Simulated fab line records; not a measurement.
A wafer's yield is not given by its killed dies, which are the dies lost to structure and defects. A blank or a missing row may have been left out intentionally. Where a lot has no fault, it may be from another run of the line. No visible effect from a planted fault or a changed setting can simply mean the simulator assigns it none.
fab line records ; flow sky130
record lots=13; wafers=39; lastDay=50
route steps=708 shown NWELL@78 VT_ADJUST_LVTN@104 VT_ADJUST_NCORE@123 VT_ADJUST_HVTR@139
lots that met no fault: from a run of the same line without faults
startH: start of the lot's first displayed wafer, in hours after the record's first day ; waitH: time in hours since the lot's previous step ; " unchanged from the row above ; L1.1+2: a row that stands for several wafers ; - no value, or no start given ; * or withheld: withheld ; < > ~ a bound
route shown NAME@n: a module of which the file shows steps, and the number in the route of the first ; usual: mean/standard deviation of fault-free wafers ; same: alike in all rows ; chamber/n: place in a boat ; sites: readings site by site ; _std_site: standard deviation across them ; _edge_site: inner sites' mean taken away from outer sites' mean ; radiusMm: how far each site lies from the wafer's centre ; mask NAME#n: copy n ; behind: the tool/chamber that last shaped the wafer ; hold: cause of the lot's hold/its duration in hours/its outcome ; device: whichever transistor did not switch (one of n, p or np) ; end of line: tests of these same wafers at the route's end ; where a step has no rows: the recipe by itself ; killed: the dies lost at the first sort to structure and to defects; this is not the yield of the wafer ; map: per-die view of a wafer (x killed, . not killed, _ where there is no die)
set.NAME: the setting as run; set.NAME@STEP: as run at that earlier step ; model.NAME: the simulator's own value behind a step, which no gauge read
route steps across a sampled set of lots; one table per step, one row per wafer
services: a tool's chamber out of use, with start hour (startH, from the record's first day; less than 0 if before it), hours out, and reason
## steps
# step SKY_NWELL_STRIP_25
# recipe chemistry=O2/N2; powerW=1400; pressureMtorr=1500; platenTempC=withheld; o2FlowSccm=3000; n2FlowSccm=300; overashFraction=0.5
# usual drypumpMotorCurrentA=6.0/0.35; oesProductAu=0.723/0.0046; stripTimeToEndpointS=37.00/0.097
lot.wafer;tool;chamber;startH;waitH;drypumpMotorCurrentA;oesProductAu;rfHoursCounterH;stripTimeToEndpointS
L644.2;plasmaAsher-02;1;100.68;0.1;5.9;0.723;41;37.13
L644.3;plasmaAsher-02;1;100.68;0.1;5.9;0.719;-;37.11
L644.6;plasmaAsher-02;0;100.68;0.1;5.5;0.719;-;37.11
L645.2;plasmaAsher-03;1;111.97;0.1;6.4;0.723;46;36.95
L645.3;plasmaAsher-03;1;111.97;0.1;6.4;0.714;-;36.97
L645.6;plasmaAsher-03;0;111.97;0.1;6.4;0.723;-;36.92
L646.1;plasmaAsher-03;1;117.55;0.2;6.4;0.717;47;37.04
L646.5;plasmaAsher-03;1;117.55;0.2;6.4;0.714;-;36.98
L646.6;plasmaAsher-03;0;117.55;0.2;6.4;0.726;-;36.98
L647.2;plasmaAsher-03;1;120.42;0.1;6.4;0.714;47;36.82
L647.4;plasmaAsher-03;1;120.42;0.1;6.4;0.713;-;36.84
L647.6;plasmaAsher-03;1;120.42;0.1;6.4;0.718;-;36.79
L648.1;plasmaAsher-01;0;129.78;0.1;6.0;0.729;28;37.10
L648.3;plasmaAsher-01;0;129.78;0.1;6.0;0.721;-;37.14
L648.5;plasmaAsher-01;0;129.78;0.1;5.9;0.719;-;37.15
L650.3;plasmaAsher-01;1;142.07;0.1;5.7;0.730;-;37.05
L650.4;plasmaAsher-01;0;142.07;0.1;6.0;0.714;-;37.18
L650.5;plasmaAsher-01;1;142.07;0.1;5.6;0.718;-;37.18
L652.4;plasmaAsher-02;1;154.72;0.1;5.9;0.720;-;36.92
L652.5;plasmaAsher-02;1;154.72;0.1;5.9;0.730;-;37.00
L652.6;plasmaAsher-02;0;154.72;0.1;5.5;0.721;-;36.97
L653.1;plasmaAsher-03;1;158.62;0.1;6.4;0.721;51;37.03
L653.5;plasmaAsher-03;0;158.62;0.1;6.4;0.732;-;37.01
L653.6;plasmaAsher-03;1;158.62;0.1;6.4;0.725;-;37.02
L654.3;plasmaAsher-02;0;162.67;0.1;5.5;0.727;-;37.01
L654.5;plasmaAsher-02;1;162.67;0.1;6.0;0.720;-;36.91
L654.6;plasmaAsher-02;0;162.67;0.1;5.5;0.728;-;37.00
L656.3;plasmaAsher-01;1;175.10;0.1;5.6;0.722;-;37.00
L656.4;plasmaAsher-01;0;175.10;0.1;6.0;0.719;-;36.89
L656.5;plasmaAsher-01;1;175.10;0.1;5.6;0.725;-;36.88
L665.3;plasmaAsher-03;0;230.60;0.1;6.4;0.717;-;36.88
L665.4;plasmaAsher-03;1;230.60;0.1;6.4;0.722;-;36.86
L665.5;plasmaAsher-03;1;230.60;0.1;6.4;0.722;-;36.92
L666.1;plasmaAsher-02;1;235.42;0.1;6.0;0.724;11;37.24
L666.3;plasmaAsher-02;0;235.42;0.1;5.5;0.719;-;37.15
L666.6;plasmaAsher-02;1;235.42;0.1;6.0;0.725;-;37.10
L667.1;plasmaAsher-01;1;254.67;0.1;5.6;0.720;41;37.06
L667.2;plasmaAsher-01;0;254.67;0.1;6.0;0.723;41;37.02
L667.4;plasmaAsher-01;1;254.67;0.1;5.6;0.724;-;37.03
# step SKY_VT_ADJUST_LVTN_OVL_MEAS_07
# usual VT_ADJUST_LVTN_OVL=1.3/1.3
lot.wafer;tool;chamber;startH;waitH;VT_ADJUST_LVTN_OVL[nm]
L644.2;overlay-01;-;138.69;-;2.7
L644.3;overlay-01;-;138.69;-;3.3
L644.6;overlay-01;-;138.69;-;0.5
L645.2;overlay-01;-;151.04;-;4.5
L645.3;overlay-01;-;151.04;-;2.2
L645.6;overlay-01;-;151.04;-;3.9
L646.1;overlay-01;-;157.23;-;0.1
L646.5;overlay-01;-;157.23;-;-0.8
L646.6;overlay-01;-;157.23;-;-1.4
L647.2;overlay-01;-;159.90;-;1.8
L647.4;overlay-01;-;159.90;-;1.7
L647.6;overlay-01;-;159.90;-;1.5
L648.1;overlay-02;-;170.40;-;2.4
L648.3;overlay-02;-;170.40;-;4.4
L648.5;overlay-02;-;170.40;-;2.7
L650.3;overlay-01;-;182.66;-;1.4
L650.4;overlay-01;-;182.66;-;2.1
L650.5;overlay-01;-;182.66;-;0.0
L652.4;overlay-01;-;195.50;-;0.7
L652.5;overlay-01;-;195.50;-;2.4
L652.6;overlay-01;-;195.50;-;1.9
L653.1;overlay-01;-;198.69;-;0.7
L653.5;overlay-01;-;198.69;-;-0.1
L653.6;overlay-01;-;198.69;-;0.9
L654.3;overlay-01;-;205.49;-;1.3
L654.5;overlay-01;-;205.49;-;0.1
L654.6;overlay-01;-;205.49;-;0.8
L656.3;overlay-01;-;219.36;-;-0.5
L656.4;overlay-01;-;219.36;-;3.7
L656.5;overlay-01;-;219.36;-;1.9
L665.3;overlay-01;-;277.70;-;1.8
L665.4;overlay-01;-;277.70;-;0.9
L665.5;overlay-01;-;277.70;-;0.1
L666.1;overlay-02;-;282.95;-;-1.1
L666.3;overlay-02;-;282.95;-;1.3
L666.6;overlay-02;-;282.95;-;-1.3
L667.1;overlay-01;-;304.99;-;0.0
L667.2;overlay-01;-;304.99;-;0.1
L667.4;overlay-01;-;304.99;-;-0.3
# step SKY_VT_ADJUST_NCORE_EXPOSE_04
# recipe maskId=LVTN_COMPLEMENT_THIN; na=0.6; sourceShape=conventional; sigmaOuter=0.6; polarization=unpolarized; targetCdNm=380; doseMj=139
lot.wafer;tool;chamber;startH;waitH;mask
L644.2+3+6;ilineStepper-02;0;168.40;-;LVTN_COMPLEMENT_THIN#0
L645.2+3+6;ilineStepper-01;0;181.54;-;LVTN_COMPLEMENT_THIN#0
L646.1+5+6;ilineStepper-01;0;187.48;-;LVTN_COMPLEMENT_THIN#0
L647.2+4+6;ilineStepper-01;0;189.85;-;LVTN_COMPLEMENT_THIN#0
L648.1+3+5;ilineStepper-01;0;201.53;-;LVTN_COMPLEMENT_THIN#0
L650.3+4+5;ilineStepper-01;0;215.84;-;LVTN_COMPLEMENT_THIN#0
L652.4+5+6;ilineStepper-01;0;229.62;-;LVTN_COMPLEMENT_THIN#0
L653.1+5+6;ilineStepper-02;0;233.36;-;LVTN_COMPLEMENT_THIN#0
L654.3+5+6;ilineStepper-02;0;239.67;-;HVTRM#0
L656.3+4+5;ilineStepper-02;0;253.44;-;LVTN_COMPLEMENT_THIN#0
L665.3+4+5;ilineStepper-02;0;315.68;-;LVTN_COMPLEMENT_THIN#0
L666.1+3+6;ilineStepper-02;0;321.49;-;LVTN_COMPLEMENT_THIN#0
L667.1+2+4;ilineStepper-02;0;344.48;-;LVTN_COMPLEMENT_THIN#0
# step SKY_VT_ADJUST_NCORE_CD_MEAS_07
# recipe targetCdNm=380
# usual cdNm=379.5/2
lot.wafer;tool;chamber;startH;waitH;cdNm
L644.2;cdSem-02;-;177.80;0.1;378.3
L644.3;cdSem-02;-;177.80;0.1;377.9
L644.6;cdSem-02;-;177.80;0.1;374.3
L645.2;cdSem-02;-;191.82;0.1;382.3
L645.3;cdSem-02;-;191.82;0.1;380.9
L645.6;cdSem-02;-;191.82;0.1;379.7
L646.1;cdSem-02;-;197.55;0.1;378.2
L646.5;cdSem-02;-;197.55;0.1;380.0
L646.6;cdSem-02;-;197.55;0.1;377.0
L647.2;cdSem-02;-;200.15;0.1;377.7
L647.4;cdSem-02;-;200.15;0.1;379.1
L647.6;cdSem-02;-;200.15;0.1;378.4
L648.1;cdSem-01;-;212.40;0.1;381.8
L648.3;cdSem-01;-;212.40;0.1;378.8
L648.5;cdSem-01;-;212.40;0.1;381.1
L650.3;cdSem-02;-;226.92;0.1;381.7
L650.4;cdSem-02;-;226.92;0.1;378.0
L650.5;cdSem-02;-;226.92;0.1;382.5
L652.4;cdSem-02;-;240.89;0.1;382.3
L652.5;cdSem-02;-;240.89;0.1;383.4
L652.6;cdSem-02;-;240.89;0.1;382.8
L653.1;cdSem-02;-;243.78;0.1;379.2
L653.5;cdSem-02;-;243.78;0.1;379.9
L653.6;cdSem-02;-;243.78;0.1;378.8
L654.3;cdSem-02;-;250.97;0.1;-
L654.5;cdSem-02;-;250.97;0.1;-
L654.6;cdSem-02;-;250.97;0.1;-
L656.3;cdSem-01;-;264.97;0.1;378.6
L656.4;cdSem-01;-;264.97;0.1;379.7
L656.5;cdSem-01;-;264.97;0.1;377.4
L665.3;cdSem-02;-;328.99;0.1;382.3
L665.4;cdSem-02;-;328.99;0.1;379.8
L665.5;cdSem-02;-;328.99;0.1;379.8
L666.1;cdSem-01;-;334.98;0.1;378.6
L666.3;cdSem-01;-;334.98;0.1;380.3
L666.6;cdSem-01;-;334.98;0.1;379.7
L667.1;cdSem-01;-;358.13;0.1;376.8
L667.2;cdSem-01;-;358.13;0.1;374.7
L667.4;cdSem-01;-;358.13;0.1;376.5
# step SKY_VT_ADJUST_NCORE_TW_MEAS_11
# usual VT_ADJUST_NCORE_TW=218.0/1.5
lot.wafer;tool;chamber;startH;waitH;VT_ADJUST_NCORE_TW
L644.2;filmMetro-03;-;178.20;0.1;218.9
L644.3;filmMetro-03;-;178.20;0.1;217.5
L644.6;filmMetro-03;-;178.20;0.1;218.2
L645.2;filmMetro-01;-;192.21;0.1;219.8
L645.3;filmMetro-01;-;192.21;0.1;220.0
L645.6;filmMetro-01;-;192.21;0.1;219.6
L646.1;filmMetro-01;-;197.95;0.1;219.9
L646.5;filmMetro-01;-;197.95;0.1;221.0
L646.6;filmMetro-01;-;197.95;0.1;219.8
L647.2;filmMetro-03;-;200.55;0.1;215.9
L647.4;filmMetro-03;-;200.55;0.1;216.1
L647.6;filmMetro-03;-;200.55;0.1;216.6
L648.1;filmMetro-04;-;212.80;0.1;217.7
L648.3;filmMetro-04;-;212.80;0.1;217.4
L648.5;filmMetro-04;-;212.80;0.1;218.7
L650.3;filmMetro-03;-;227.31;0.1;216.5
L650.4;filmMetro-03;-;227.31;0.1;217.9
L650.5;filmMetro-03;-;227.31;0.1;218.6
L652.4;filmMetro-03;-;241.27;0.1;217.4
L652.5;filmMetro-03;-;241.27;0.1;216.8
L652.6;filmMetro-03;-;241.27;0.1;216.6
L653.1;filmMetro-01;-;244.19;0.1;220.4
L653.5;filmMetro-01;-;244.19;0.1;219.0
L653.6;filmMetro-01;-;244.19;0.1;221.6
L654.3;filmMetro-03;-;251.36;0.1;29.6
L654.5;filmMetro-03;-;251.36;0.1;29.7
L654.6;filmMetro-03;-;251.36;0.1;29.7
L656.3;filmMetro-03;-;265.36;0.1;216.9
L656.4;filmMetro-03;-;265.36;0.1;217.1
L656.5;filmMetro-03;-;265.36;0.1;216.5
L665.3;filmMetro-03;-;329.38;0.1;219.6
L665.4;filmMetro-03;-;329.38;0.1;219.7
L665.5;filmMetro-03;-;329.38;0.1;219.4
L666.1;filmMetro-04;-;335.39;0.1;217.3
L666.3;filmMetro-04;-;335.39;0.1;217.2
L666.6;filmMetro-04;-;335.39;0.1;217.7
L667.1;filmMetro-03;-;358.54;0.1;218.6
L667.2;filmMetro-03;-;358.54;0.1;218.6
L667.4;filmMetro-03;-;358.54;0.1;219.4
# step SKY_VT_ADJUST_HVTR_OVL_MEAS_08
# usual VT_ADJUST_HVTR_OVL=0.4/1.3
lot.wafer;tool;chamber;startH;waitH;VT_ADJUST_HVTR_OVL[nm]
L644.2;overlay-02;-;198.21;0.1;0.0
L644.3;overlay-02;-;198.21;0.1;-1.0
L644.6;overlay-02;-;198.21;0.1;-0.2
L645.2;overlay-01;-;213.47;0.1;1.3
L645.3;overlay-01;-;213.47;0.1;0.7
L645.6;overlay-01;-;213.47;0.1;2.0
L646.1;overlay-01;-;220.16;0.1;0.9
L646.5;overlay-01;-;220.16;0.1;-0.6
L646.6;overlay-01;-;220.16;0.1;-0.3
L647.2;overlay-01;-;222.76;0.1;-0.3
L647.4;overlay-01;-;222.76;0.1;-0.1
L647.6;overlay-01;-;222.76;0.1;-0.4
L648.1;overlay-02;-;235.76;0.1;-1.7
L648.3;overlay-02;-;235.76;0.1;0.0
L648.5;overlay-02;-;235.76;0.1;-1.2
L650.3;overlay-01;-;249.02;0.1;-1.4
L650.4;overlay-01;-;249.02;0.1;0.6
L650.5;overlay-01;-;249.02;0.1;-1.2
L652.4;overlay-02;-;264.32;0.1;1.4
L652.5;overlay-02;-;264.32;0.1;0.1
L652.6;overlay-02;-;264.32;0.1;0.4
L653.1;overlay-01;-;267.21;0.1;2.4
L653.5;overlay-01;-;267.21;0.1;0.6
L653.6;overlay-01;-;267.21;0.1;1.1
L654.3;overlay-02;-;275.18;0.1;-2.0
L654.5;overlay-02;-;275.18;0.1;-1.6
L654.6;overlay-02;-;275.18;0.1;-2.1
L656.3;overlay-02;-;289.17;0.1;0.3
L656.4;overlay-02;-;289.17;0.1;2.5
L656.5;overlay-02;-;289.17;0.1;2.7
L665.3;overlay-01;-;356.02;0.1;2.3
L665.4;overlay-01;-;356.02;0.1;0.6
L665.5;overlay-01;-;356.02;0.1;0.3
L666.1;overlay-01;-;363.20;0.1;0.6
L666.3;overlay-01;-;363.20;0.1;1.9
L666.6;overlay-01;-;363.20;0.1;0.3
L667.1;overlay-02;-;386.55;0.1;-0.4
L667.2;overlay-02;-;386.55;0.1;-0.1
L667.4;overlay-02;-;386.55;0.1;-2.4
# step SKY_VT_ADJUST_HVTR_TW_MEAS_11
# usual VT_ADJUST_HVTR_TW=210.2/1.1
lot.wafer;tool;chamber;startH;waitH;VT_ADJUST_HVTR_TW
L644.2;filmMetro-02;-;198.50;0.1;211.7
L644.3;filmMetro-02;-;198.50;0.1;211.6
L644.6;filmMetro-02;-;198.50;0.1;211.6
L645.2;filmMetro-01;-;213.76;0.1;212.0
L645.3;filmMetro-01;-;213.76;0.1;211.6
L645.6;filmMetro-01;-;213.76;0.1;212.1
L646.1;filmMetro-02;-;220.44;0.1;209.3
L646.5;filmMetro-02;-;220.44;0.1;209.1
L646.6;filmMetro-02;-;220.44;0.1;210.1
L647.2;filmMetro-01;-;223.05;0.1;211.3
L647.4;filmMetro-01;-;223.05;0.1;211.5
L647.6;filmMetro-01;-;223.05;0.1;211.4
L648.1;filmMetro-03;-;236.04;0.1;208.8
L648.3;filmMetro-03;-;236.04;0.1;208.3
L648.5;filmMetro-03;-;236.04;0.1;210.1
L650.3;filmMetro-03;-;249.31;0.1;209.0
L650.4;filmMetro-03;-;249.31;0.1;208.9
L650.5;filmMetro-03;-;249.31;0.1;209.8
L652.4;filmMetro-02;-;264.62;0.1;211.0
L652.5;filmMetro-02;-;264.62;0.1;210.1
L652.6;filmMetro-02;-;264.62;0.1;209.3
L653.1;filmMetro-03;-;267.51;0.1;209.8
L653.5;filmMetro-03;-;267.51;0.1;209.4
L653.6;filmMetro-03;-;267.51;0.1;209.1
L654.3;filmMetro-02;-;275.47;0.1;261.2
L654.5;filmMetro-02;-;275.47;0.1;261.1
L654.6;filmMetro-02;-;275.47;0.1;261.9
L656.3;filmMetro-03;-;289.46;0.1;210.0
L656.4;filmMetro-03;-;289.46;0.1;209.3
L656.5;filmMetro-03;-;289.46;0.1;209.8
L665.3;filmMetro-01;-;356.31;0.1;212.3
L665.4;filmMetro-01;-;356.31;0.1;210.4
L665.5;filmMetro-01;-;356.31;0.1;212.9
L666.1;filmMetro-02;-;363.49;0.1;210.6
L666.3;filmMetro-02;-;363.49;0.1;210.1
L666.6;filmMetro-02;-;363.49;0.1;209.6
L667.1;filmMetro-01;-;386.84;0.1;208.2
L667.2;filmMetro-01;-;386.84;0.1;209.5
L667.4;filmMetro-01;-;386.84;0.1;209.1
## services
tool;chamber;startH;hours;kind
plasmaAsher-03;-;78.93;0.8;repair
plasmaAsher-02;-;108.75;9.0;pm
plasmaAsher-02;0;108.75;9.0;ventCycle
plasmaAsher-02;1;108.75;9.0;ventCycle
plasmaAsher-02;0;117.75;-;clean
plasmaAsher-02;1;117.75;-;clean
plasmaAsher-02;-;142.49;4.2;repair
ilineStepper-01;-;155.22;2.1;pm
ilineStepper-01;-;157.31;-;consumableReplace:lamp
ilineStepper-01;-;163.57;4.9;repair
ilineStepper-01;-;168.51;1.7;pm
ilineStepper-01;0;216.72;-;calibration
ilineStepper-02;0;241.99;-;calibration
plasmaAsher-03;-;242.68;5.4;repair
ilineStepper-02;-;259.97;1.7;pm
plasmaAsher-01;-;344.45;15.6;pm
## key
firstSign step=SKY_VT_ADJUST_NCORE_EXPOSE_04; reading=mask; direction=changed
effect step=SKY_VT_ADJUST_NCORE_CD_MEAS_07; reading=cdNm; direction=missing
effect step=SKY_VT_ADJUST_NCORE_TW_MEAS_11; reading=VT_ADJUST_NCORE_TW; direction=down; sigmas=99+; usual=218.0; struck=29.7
effect step=SKY_VT_ADJUST_HVTR_TW_MEAS_11; reading=VT_ADJUST_HVTR_TW; direction=up; sigmas=47; usual=210.2; struck=261.4
metAt SKY_VT_ADJUST_NCORE_EXPOSE_04
struckLots L654
sortLeftOut L654.3,L654.5,L654.6
testerLeftOut L654
notActingAt SKY_NWELL_STRIP_25,SKY_VT_ADJUST_LVTN_OVL_MEAS_07,SKY_VT_ADJUST_HVTR_OVL_MEAS_08
onsetBetween 233.36 239.67
fault kind=wrongMask; tool=any; chamber=-; onsetH=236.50; steps=SKY_VT_ADJUST_NCORE_EXPOSE_04; auxCopy=HVTRM#0; scope=struckLotsOnly
# testerLeftOut: of these lots the tester's yield and bins aren't shown, on N5 and GAA mostly nor the transistor test; their killed dies are dies lost to structure and defects alone, not to doping, threshold or leakage, so they don't give the yield
# sortLeftOut: the simulated sort isn't trusted on such a fault, so these wafers' sort isn't shown, and their yield isn't known
